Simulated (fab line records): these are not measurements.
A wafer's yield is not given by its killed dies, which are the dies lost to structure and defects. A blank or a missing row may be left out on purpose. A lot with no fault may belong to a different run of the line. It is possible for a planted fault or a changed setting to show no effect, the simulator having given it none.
Shared-tool check | flow sky130 | 33 wafers sampled across 11 lots

## REASON IT WAS OPENED
At SKY_NWELL_TW_MEAS_15 the reading NWELL_TW is flagged on 2 of 11 lots. Wafers without a fault read 1832, standard deviation 13.
Rule: a lot is flagged in two cases, either no wafer of it has a number, or all its wafers with numbers fall more than 4 standard deviations from that mean. All remaining lots are regarded as sound.

lot  | measured     | on            | NWELL_TW, wafer by wafer | flag
L880 | day 4 16:26  | film-metro-03 | 1810 1818 1819           |
L881 | day 4 22:55  | film-metro-02 | 1847 1842 1848           |
L886 | day 6 23:36  | film-metro-02 | 1818 1816 1820           |
L889 | day 7 04:38  | film-metro-02 | 2305 2297 2289           | FLAGGED
L891 | day 7 15:32  | film-metro-03 | 2266 2252 2259           | FLAGGED
L893 | day 7 22:40  | film-metro-02 | 1848 1843 1857           |
L896 | day 8 16:40  | film-metro-02 | 1831 1831 1841           |
L897 | day 8 22:16  | film-metro-03 | 1817 1837 1828           |
L898 | day 9 00:09  | film-metro-04 | 1826 1825 1825           |
L901 | day 9 23:28  | film-metro-04 | 1835 1832 1838           |
L902 | day 10 03:40 | film-metro-04 | 1829 1834 1835           |
The numbers of the flagged lots are 2278 on average: +446 against the usual, or +34 standard deviations.

## EACH LOT AND THE TOOL IT RAN ON
The record holds 1 process step before the reading, out of a route of 708 steps. Each cell gives the tool, then ch followed by the chambers the sampled wafers passed through, then the start.
lot  | flag    | SKY_NWELL_IMPLANT_11
L880 |         | implanter-01 ch 0, day 4 15:53
L881 |         | implanter-03 ch 0, day 4 22:22
L886 |         | implanter-01 ch 0, day 6 23:03
L889 | FLAGGED | implanter-03 ch 0, day 7 03:48
L891 | FLAGGED | implanter-01 ch 0, day 7 14:40
L893 |         | implanter-03 ch 0, day 7 22:07
L896 |         | implanter-04 ch 0, day 8 16:07
L897 |         | implanter-04 ch 0, day 8 21:43
L898 |         | implanter-03 ch 0, day 8 23:36
L901 |         | implanter-01 ch 0, day 9 22:55
L902 |         | implanter-03 ch 0, day 10 03:07
What the steps here do:
- SKY_NWELL_IMPLANT_11
- SKY_NWELL_TW_MEAS_15

## FLAGGED OVER TOTAL, TOOL BY TOOL (the gauges that took the reading come last)
step                 | tool          | lots run | flagged | share of the flagged lots | sound lots run after its first flagged lot
SKY_NWELL_IMPLANT_11 | implanter-01  | 4        | 1       | some                      | 1 (L901)
SKY_NWELL_IMPLANT_11 | implanter-03  | 5        | 1       | some                      | 3 (L893,L898,L902)
SKY_NWELL_IMPLANT_11 | implanter-04  | 2        | 0       | none                      | -
SKY_NWELL_TW_MEAS_15 | film-metro-02 | 5        | 1       | some                      | 2 (L893,L896)
SKY_NWELL_TW_MEAS_15 | film-metro-03 | 3        | 1       | some                      | 1 (L897)
SKY_NWELL_TW_MEAS_15 | film-metro-04 | 3        | 0       | none                      | -

## WHAT IS ALLOWED BY THE TABLE
No row of the table ran every flagged lot.

## WHAT THE SIMULATOR HAD INSERTED
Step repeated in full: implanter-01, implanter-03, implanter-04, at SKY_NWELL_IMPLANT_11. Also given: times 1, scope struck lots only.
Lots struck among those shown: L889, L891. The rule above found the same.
